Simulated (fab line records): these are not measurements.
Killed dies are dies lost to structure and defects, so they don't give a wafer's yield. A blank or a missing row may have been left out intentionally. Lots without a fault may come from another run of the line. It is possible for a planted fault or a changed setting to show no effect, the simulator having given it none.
Chamber matching + flow gf180mcu + GF_CONTACT_CMP_04 on cmp-02 has 4 sister chambers
The step polishes SiO2. 27 wafers are shown with their chamber, then 12 later ones without.

## WAFERS PAIRED WITH THEIR CHAMBERS
| wafer  | chamber | motor_current_A (A) | time_to_endpoint_s (s) |
|--------|---------|---------------------|------------------------|
| L074.2 | 1       | 13.0                | 114                    |
| L074.3 | 3       | 12.1                | 110                    |
| L074.5 | 2       | 11.0                | 117                    |
| L075.1 | 0       | 11.7                | 116                    |
| L075.2 | 2       | 10.7                | 111                    |
| L075.3 | 1       | 13.4                | 108                    |
| L084.1 | 2       | 11.9                | 104                    |
| L084.3 | 1       | 12.9                | 113                    |
| L084.4 | 3       | 11.6                | 112                    |
| L087.1 | 3       | 11.3                | 105                    |
| L087.3 | 1       | 12.9                | 109                    |
| L087.4 | 2       | 11.5                | 107                    |
| L088.1 | 0       | 12.3                | 102                    |
| L088.3 | 3       | 11.3                | 92                     |
| L088.6 | 2       | 11.9                | 100                    |
| L089.1 | 2       | 11.0                | 103                    |
| L089.3 | 1       | 12.7                | 103                    |
| L089.6 | 1       | 13.0                | 112                    |
| L090.3 | 1       | 13.7                | 108                    |
| L090.4 | 2       | 11.5                | 107                    |
| L090.5 | 0       | 11.4                | 111                    |
| L091.3 | 0       | 11.8                | 110                    |
| L091.4 | 3       | 11.1                | 101                    |
| L091.6 | 1       | 12.7                | 114                    |
| L092.3 | 2       | 11.9                | 109                    |
| L092.5 | 0       | 12.3                | 117                    |
| L092.6 | 3       | 11.4                | 115                    |

SIGNATURES (averages over the wafers above)
| reading            | chamber 0 | chamber 1 | chamber 2 | chamber 3 | scatter within a chamber |
|--------------------|-----------|-----------|-----------|-----------|--------------------------|
| motor_current_A    | 11.900    | 13.037    | 11.425    | 11.467    | 0.398                    |
| time_to_endpoint_s | 111.20    | 110.12    | 107.25    | 105.83    | 5.88                     |
Rule: for each reading, subtract the chamber's mean from the wafer's reading, divide by that reading's scatter and square the result; add these up over the readings and take the root, which gives the wafer's distance from the chamber. The wafer belongs to the nearest chamber; if the next one is less than 2 further off, it can't be placed. The scatter: the root of (the sum of the squares of (reading less its chamber's mean) over the shown wafers, divided by (wafers less chambers)).

## WAFERS MISSING THEIR CHAMBER
| wafer  | motor_current_A (A) | time_to_endpoint_s (s) |
|--------|---------------------|------------------------|
| L093.2 | 11.8                | 112                    |
| L093.5 | 11.3                | 117                    |
| L093.6 | 11.4                | 112                    |
| L094.1 | 11.4                | 109                    |
| L094.4 | 13.0                | 118                    |
| L094.5 | 11.9                | 111                    |
| L095.4 | 11.5                | 110                    |
| L095.5 | 12.2                | 116                    |
| L095.6 | 11.2                | 106                    |
| L096.1 | 11.8                | 99                     |
| L096.3 | 12.9                | 109                    |
| L096.6 | 11.5                | 115                    |

## EACH ONE'S CHAMBER
| wafer  | from the rows above               | in truth |
|--------|-----------------------------------|----------|
| L093.2 | can't be placed: 0 or 2 or 3      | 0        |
| L093.5 | can't be placed: 2 or 0 or 3      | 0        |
| L093.6 | can't be placed: 2 or 3 or 0      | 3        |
| L094.1 | can't be placed: 2 or 3 or 0      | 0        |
| L094.4 | can't be placed: 1 or 0           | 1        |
| L094.5 | can't be placed: 0 or 2 or 3      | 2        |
| L095.4 | can't be placed: 2 or 3 or 0      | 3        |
| L095.5 | can't be placed: 0 or 1 or 2 or 3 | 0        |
| L095.6 | can't be placed: 2 or 3 or 0      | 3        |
| L096.1 | can't be placed: 3 or 2 or 0      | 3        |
| L096.3 | 1                                 | 1        |
| L096.6 | can't be placed: 0 or 2 or 3      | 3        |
1 of 12 placed correctly. From these rows, 11 cannot be placed; in 11 the true chamber is one of the candidates. 0 placed wrongly.
